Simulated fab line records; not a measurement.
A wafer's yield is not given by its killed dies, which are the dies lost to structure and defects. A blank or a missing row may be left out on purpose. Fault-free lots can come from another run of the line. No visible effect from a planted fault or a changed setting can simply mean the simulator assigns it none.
The same fault as seen by 2 desks :: flow sky130 :: numbers are kept per desk, each desk with only its own; the story behind them comes last

## AT THE TOOL OWNER'S DESK: rie diel-04
The tool's own readings at SKY_VIA1_ETCH_15 (etches SiO2 in C4F8/O2/Ar, stops on TiN, target depth 351 nm, time 54 s): means of the sampled wafers that have a number, for each lot that ran on this tool. A lot is out of limits, marked OUT, if its mean lies more than 4 standard deviations from the usual mean; the brackets give that distance.
Columns: A = oes product au at SKY_VIA1_ETCH_15, usual 0.980 a.u.; B = rf fwd power W at SKY_VIA1_ETCH_15, usual 1487 W
lot: L837
first seen here: day 37 16:22
A: 0.982
B: 1729 (+44) OUT

lot: L838
first seen here: day 37 17:37
A: 0.987
B: 1729 (+44) OUT

lot: L851
first seen here: day 41 09:47
A: 0.989
B: 1480
This desk's finding: out of limits on L837, L838; first on L837, day 37 16:22 (rf fwd power W at SKY_VIA1_ETCH_15). L851 stayed within limits.

## AT THE METROLOGY DESK
What the gauges read, lot by lot, whatever tool the lot ran on: means of the sampled wafers that have a number. A lot is out of limits, marked OUT, if its mean lies more than 4 standard deviations from the usual mean; the brackets give that distance.
Columns: A = VIA1_BOW at SKY_VIA1_BOW_MEAS_03, usual 80 um; B = cd nm at SKY_VIA1_CD_MEAS_12, usual 150.2 nm; C = VIA1_OVL at SKY_VIA1_OVL_MEAS_13, usual 6 nm
lot: L831
first seen here: day 34 01:41
A: 82
B: 151.1
C: 3

lot: L837
first seen here: day 36 13:33
A: 88
B: 150.3
C: 8

lot: L838
first seen here: day 36 15:47
A: 79
B: 149.7
C: 8

lot: L847
first seen here: day 39 06:08
A: 74
B: 152.5
C: 4

lot: L848
first seen here: day 39 06:28
A: 78
B: 149.5
C: 4

lot: L851
first seen here: day 40 10:03
A: 72
B: 151.5
C: 5
Result from this desk: across the 6 lots, nothing is out of limits.

## BROUGHT TOGETHER
The tool owner's desk could have raised an alarm at day 37 16:22, on L837, L838.
The metrology desk saw nothing out of limits.
The metrology desk has L837, L838 on record, within its limits.
Every lot named ran SKY_VIA1_ETCH_15 on rie diel-04.

## WHAT THE SIMULATOR HAD PUT IN
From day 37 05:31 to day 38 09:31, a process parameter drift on rie diel-04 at SKY_VIA1_ETCH_15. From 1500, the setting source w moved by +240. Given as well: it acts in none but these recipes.
Struck lots among those shown: L837, L838.
Time in hours from fault onset to the first out-of-limits reading at each desk: the tool owner's desk, 11.
